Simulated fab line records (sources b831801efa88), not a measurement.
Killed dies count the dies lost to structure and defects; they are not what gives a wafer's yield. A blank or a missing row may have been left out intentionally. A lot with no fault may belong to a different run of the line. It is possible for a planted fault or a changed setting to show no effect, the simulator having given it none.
Comparing a struck lot with a sound one + flow sfqLine + 42 steps out of a route of 325
Sound: these wafers, L368.2, L368.4, L368.6. Struck: wafer L361.2 (left out: L361.6, a lot-mate that was not struck); the cause follows at the end.
Each step with rows lists, per side, the tool, then ch with its chambers, then its first start. Under that, the readings that differ: sound wafers + struck wafers + difference of the means + sigmas: that difference in standard deviations of wafers without a fault.
alike: words and numbers the same on both sides, and readings whose means are apart by under 2 such deviations; not compared: readings that were withheld, readings missing a value for some wafer, numbers with overlapping values and no deviation given by the record, and bounds like >300 which may hide the same value.
A row with sigmas, a row that says differs or no value, or rows on one side alone: a step with any of these is where the two part. Numbers that don't overlap but have no deviation are shown without sigmas and don't part them. A reading missing from all wafers of one side parts the sides only when that side holds two or more wafers.

first, 6 steps without rows for these wafers: SFQ_TRILAYER_I1_VIA_LITHO_COAT_054 (resist thk 62 nm); SFQ_TRILAYER_I1_VIA_LITHO_COAT_049 (resist thk 650 nm); SFQ_TRILAYER_I1_VIA_LITHO_SOFTBAKE_053; SFQ_TRILAYER_I1_VIA_LITHO_EXPOSE_050 (exposes mask I1, target cd 500 nm); SFQ_TRILAYER_I1_VIA_LITHO_PEB_052 (peb time 60 s); SFQ_TRILAYER_I1_VIA_LITHO_DEVELOP_051 (time 60 s).
SFQ_I1_OVL_MEAS_913:
  struck on overlay-01, day 22 00:45; sound on overlay-02, day 25 06:48
  alike: I1_OVL
then, 2 steps without rows for these wafers: SFQ_TRILAYER_I1_VIA_BARC_OPEN_VIA_ETCH_071 (etches BARC in O2, target depth 125 nm, time 41.7 s); SFQ_TRILAYER_I1_VIA_ETCH_VIA_ETCH_052 (etches SiO2 in CHF3, stops on Nb, target depth 260 nm).
SFQ_TRILAYER_I1_VIA_STRIP_STRIP_053: strips in O2.
  sound on rieMetal-01 ch 0,1, day 25 06:59; struck on rieMetal-01 ch 0, day 22 00:56
  alike: drypumpMotorCurrentA, oesProductAu
  not compared: rfHoursCounterH
then, 2 steps without rows for these wafers: SFQ_TRILAYER_I1_VIA_STRIP_SOLV_CLEAN_054 (cleans in NMP, time 600 s); SFQ_TRILAYER_M2_DEP_PRE_CLEAN_056 (time 22.5 s).
SFQ_TRILAYER_M2_DEP_SPUTTER_055: material Nb, target thk 200 nm, time 133.3 s.
  struck on pvdSputter-04, day 22 01:44; sound on pvdSputter-05, day 25 07:47
| reading                                            | sound           | struck | difference | sigmas |
|----------------------------------------------------|-----------------|--------|------------|--------|
| resputterCathodeVoltageV (V)                       | 399 401 401     | 392    | -8         | -2     |
| model.Nb_of_TRILAYER_M2_DEP_SPUTTER_055.thkNm (nm) | 200.7 203 203.4 | 214.4  | +12.0      |        |
  alike: throttleValvePct
SFQ_M2_RS_MEAS_914: a four-point-probe measurement.
  struck on filmMetro-01, day 22 01:51; sound on filmMetro-03, day 25 07:54
| reading           | sound             | struck | difference | sigmas |
|-------------------|-------------------|--------|------------|--------|
| M2_NB_RS (ohm/sq) | 0.887 0.878 0.876 | 0.829  | -0.051     | -5     |
then, 6 steps without rows for these wafers: SFQ_TRILAYER_M2_LITHO_COAT_062 (resist thk 62 nm); SFQ_TRILAYER_M2_LITHO_COAT_057 (resist thk 600 nm); SFQ_TRILAYER_M2_LITHO_SOFTBAKE_061; SFQ_TRILAYER_M2_LITHO_EXPOSE_058 (exposes mask M2, target cd 500 nm); SFQ_TRILAYER_M2_LITHO_PEB_060 (peb time 60 s); SFQ_TRILAYER_M2_LITHO_DEVELOP_059 (time 60 s).
-- the record jumps here: 6 days lie between the struck wafers' starts before and after --
SFQ_M2_OVL_MEAS_916:
  struck on overlay-02, day 28 04:38; sound on overlay-01, day 31 14:01
  alike: M2_OVL
SFQ_TRILAYER_M2_BARC_OPEN_METAL_ETCH_077: etches BARC in O2, target depth 125 nm, time 41.7 s.
  sound on rieMetal-03 ch 0,1, day 31 14:03; struck on rieMetal-02 ch 1, day 28 04:40
  alike: drypumpMotorCurrentA, oesProductAu
  not compared: rfHoursCounterH
SFQ_TRILAYER_M2_ETCH_METAL_ETCH_060: etches Nb in Cl2/Ar, stops on SiO2, target depth 240 nm, time 120 s.
  sound on rieMetal-03 ch 0,1, day 31 14:07; struck on rieMetal-02 ch 1, day 28 04:44
| reading             | sound             | struck | difference | sigmas |
|---------------------|-------------------|--------|------------|--------|
| oesProductAu (a.u.) | 0.896 0.901 0.898 | 0.924  | +0.026     | +4     |
  alike: drypumpMotorCurrentA
  not compared: rfHoursCounterH
SFQ_TRILAYER_M2_STRIP_STRIP_061: strips in O2.
  sound on rieMetal-03 ch 0,1, day 31 14:14; struck on rieMetal-02 ch 1, day 28 04:52
  alike: drypumpMotorCurrentA, oesProductAu
  not compared: rfHoursCounterH
then, 1 step without rows for these wafers: SFQ_TRILAYER_M2_STRIP_SOLV_CLEAN_062 (cleans in NMP, time 600 s).
SFQ_TRILAYER_I2_DEP_PECVD_063: deposits SiO2 from SiH4/N2O, time 111.11 s, target thk 500 nm.
  sound on pecvd-03 ch 0,1, day 31 15:01; struck on pecvd-03 ch 1, day 28 05:38
  alike: chamberPressureTorr, heaterPowerW, throttleValvePct
then, 1 step without rows for these wafers: SFQ_TRILAYER_I2_CMP_CMP_064 (polishes SiO2).
SFQ_I2_BOW_MEAS_917:
  struck on filmMetro-02, day 28 14:56; sound on filmMetro-03, day 31 18:06
  alike: I2_BOW
SFQ_TRILAYER_I2_METRO_MEASURE_065:
  struck on filmMetro-02, day 28 15:14; sound on filmMetro-03, day 31 18:24
  alike: thkNm
then, 6 steps without rows for these wafers: SFQ_TRILAYER_I2_VIA_LITHO_COAT_072 (resist thk 62 nm); SFQ_TRILAYER_I2_VIA_LITHO_COAT_067 (resist thk 650 nm); SFQ_TRILAYER_I2_VIA_LITHO_SOFTBAKE_071; SFQ_TRILAYER_I2_VIA_LITHO_EXPOSE_068 (exposes mask I2, target cd 500 nm); SFQ_TRILAYER_I2_VIA_LITHO_PEB_070 (peb time 60 s); SFQ_TRILAYER_I2_VIA_LITHO_DEVELOP_069 (time 60 s).
-- the record jumps here: 7 days lie between the struck wafers' starts before and after --
SFQ_I2_OVL_MEAS_918:
  struck on overlay-01, day 35 12:36; sound on overlay-01, day 38 12:37
| reading     | sound   | struck | difference | sigmas |
|-------------|---------|--------|------------|--------|
| I2_OVL (nm) | 14 4 10 | -4     | -13        | -3     |
then, 5 steps without rows for these wafers: SFQ_TRILAYER_I2_VIA_BARC_OPEN_VIA_ETCH_096 (etches BARC in O2, target depth 125 nm, time 41.7 s); SFQ_TRILAYER_I2_VIA_ETCH_VIA_ETCH_070 (etches SiO2 in CHF3, stops on Nb, target depth 260 nm); SFQ_TRILAYER_I2_VIA_STRIP_STRIP_071 (strips in O2); SFQ_TRILAYER_I2_VIA_STRIP_SOLV_CLEAN_072 (cleans in NMP, time 600 s); SFQ_TRILAYER_M3_DEP_PRE_CLEAN_074 (time 22.5 s).
-- the record jumps here: 51 days lie between the struck wafers' starts before and after --
SFQ_M8_BOW_MEAS_951:
  struck on filmMetro-02, day 86 16:37; sound on filmMetro-03, day 92 05:07
| reading                | sound                | struck | difference | sigmas |
|------------------------|----------------------|--------|------------|--------|
| model.etest.m2.ohmUm   | 1.776 1.761 1.755    | 1.661  | -0.103     |        |
| model.etest.i1.linkOhm | 1.95 1.94 1.938      | 1.888  | -0.055     |        |
| model.etest.m2.ohmSq   | 0.8874 0.8774 0.8756 | 0.8307 | -0.0494    |        |
| model.etest.i2.linkOhm | 1.973 1.967 1.973    | 1.9    | -0.1       |        |
  alike: M8_BOW

WHERE THEY PART
Last at SFQ_I2_OVL_MEAS_918 as far as this record goes, first at SFQ_TRILAYER_M2_DEP_SPUTTER_055. Later steps at which nothing parts them and some readings are alike: SFQ_M8_BOW_MEAS_951.

WHY: what the simulator had put in
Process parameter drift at SFQ_TRILAYER_M2_DEP_SPUTTER_055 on pvdSputter-04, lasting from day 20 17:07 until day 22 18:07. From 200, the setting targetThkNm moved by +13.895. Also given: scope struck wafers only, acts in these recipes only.
